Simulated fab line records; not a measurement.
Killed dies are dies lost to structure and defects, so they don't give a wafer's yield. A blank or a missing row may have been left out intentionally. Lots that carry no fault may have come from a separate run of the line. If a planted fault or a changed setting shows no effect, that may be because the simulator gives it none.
Comparing a struck lot with a sound one    flow sky130    27 steps out of a route of 708
Sound: the wafers L828.1, L828.2, L828.5. Struck: wafer L842.6 (left out: L842.1, L842.5 of the same lot, which were not struck); the cause appears at the end.
Per side, at each step with rows, come the tool, then ch with its chambers, and then its first start. Under that, the readings that differ: sound wafers    struck wafers    difference of the means    sigmas: that difference in standard deviations of wafers without a fault.
alike: words and numbers the same on both sides, and readings whose means are apart by under 2 such deviations; not compared: readings that were withheld, readings missing a value for some wafer, numbers with overlapping values and no deviation given by the record, and bounds like >300 which may hide the same value.
A row with sigmas, a row that says differs or no value, or rows on one side alone: a step with any of these is where the two part. When numbers do not overlap yet have no deviation, they are printed without sigmas and do not part them. A reading that every wafer of one side lacks parts them only if that side has two wafers or more.

first, 10 steps without rows for these wafers: SKY_LOCAL_INTERCONNECT_SOFTBAKE_07 (time 90 s); SKY_LOCAL_INTERCONNECT_EXPOSE_08 (exposes mask LI1M, target cd 170 nm); SKY_LOCAL_INTERCONNECT_PEB_09; SKY_LOCAL_INTERCONNECT_DEVELOP_10 (develop time 60 s); SKY_LOCAL_INTERCONNECT_ETCH_13 (etches BARC in N2/H2, stops on SiO2, time 45.9 s, target depth 60 nm); SKY_LOCAL_INTERCONNECT_METAL_ETCH_14 (etches TiN in Cl2/BCl3, stops on PSG, target depth 110 nm, time 31.4 s); SKY_LOCAL_INTERCONNECT_STRIP_15 (strips in O2/N2); SKY_LOCAL_INTERCONNECT_STRIP_16 (strips in post etch residue remover, time 1200 s); SKY_LOCAL_INTERCONNECT_CLEAN_17 (cleans in IPA, time 180 s); SKY_LOCAL_INTERCONNECT_CLEAN_18 (cleans in O3/DIW).
SKY_CONTACT_CVD_00: deposits Si3N4, target thk 75 nm.
  sound on pecvd-02 ch 0,1, day 33 01:01; struck on pecvd-02 ch 1, day 37 13:23
reading                                   sound              struck  difference  sigmas
model.Si3N4_of_CONTACT_CVD_00.thkNm (nm)  74.09 74.23 75.34  112.6   +38.0       
  alike: heaterPowerW
SKY_CONTACT_THK_MEAS_01:
  sound on filmMetro-04 at day 33 01:03; struck on filmMetro-04 at day 37 13:26
reading                  sound           struck  difference  sigmas
CONTACT_CVD_00_THK (nm)  74.0 74.3 75.3  112.6   +38.1       +35
then, 12 steps without rows for these wafers: SKY_CONTACT_HDPCVD_02 (deposits SiO2, target thk 565 nm, time 94.2 s); SKY_CONTACT_CMP_04 (polishes SiO2); SKY_CONTACT_DEHYDRATE_06 (time 60 s); SKY_CONTACT_HMDS_07 (prime time 60 s); SKY_CONTACT_COAT_08 (resist thk 60 nm); SKY_CONTACT_COAT_09 (resist thk 450 nm); SKY_CONTACT_SOFTBAKE_10 (time 90 s); SKY_CONTACT_EXPOSE_11 (exposes mask CTM1, target cd 170 nm); SKY_CONTACT_PEB_12; SKY_CONTACT_DEVELOP_13 (develop time 60 s); SKY_CONTACT_ETCH_16 (etches BARC in N2/H2, stops on SiO2, time 45.9 s, target depth 60 nm); SKY_CONTACT_ETCH_17 (etches SiO2 in C4F8/O2/Ar, stops on Si3N4, target depth 340 nm).
SKY_CONTACT_ETCH_18: etches Si3N4 in CHF3/O2, stops on TiN, time 39 s, target depth 75 nm.
  sound on rieDiel-04 ch 0,1; struck on rieDiel-04 ch 1
reading                  sound              struck  difference  sigmas
oesProductAu (a.u.)      0.851 0.845 0.865  1.000   +0.146      +18
throttleValvePct (%)     8.786 8.794 8.796  8.825   +0.033      +4
model.etch.depthNm (nm)  74.09 74.23 75.34  98.15   +23.60      
  alike: O2_flow_sccm, drypumpMotorCurrentA
  not compared: rfHoursCounterH
then, 1 step without rows for these wafers: SKY_CONTACT_STRIP_19 (strips in O2/N2).
-- the record jumps here: 13 days lie between the struck wafers' starts before and after (it left off in module CONTACT and takes up again in module PAD_OPEN, whose first step shown is number 708 of the route) --
SKY_PAD_OPEN_PROBE_99:
  the record has rows for the struck wafers here (prober-02, day 50 20:52) and none for the sound ones

WHERE THEY PART
Earliest at SKY_CONTACT_THK_MEAS_01; latest, in this record, at SKY_PAD_OPEN_PROBE_99.

WHY: what had been put in by the simulator
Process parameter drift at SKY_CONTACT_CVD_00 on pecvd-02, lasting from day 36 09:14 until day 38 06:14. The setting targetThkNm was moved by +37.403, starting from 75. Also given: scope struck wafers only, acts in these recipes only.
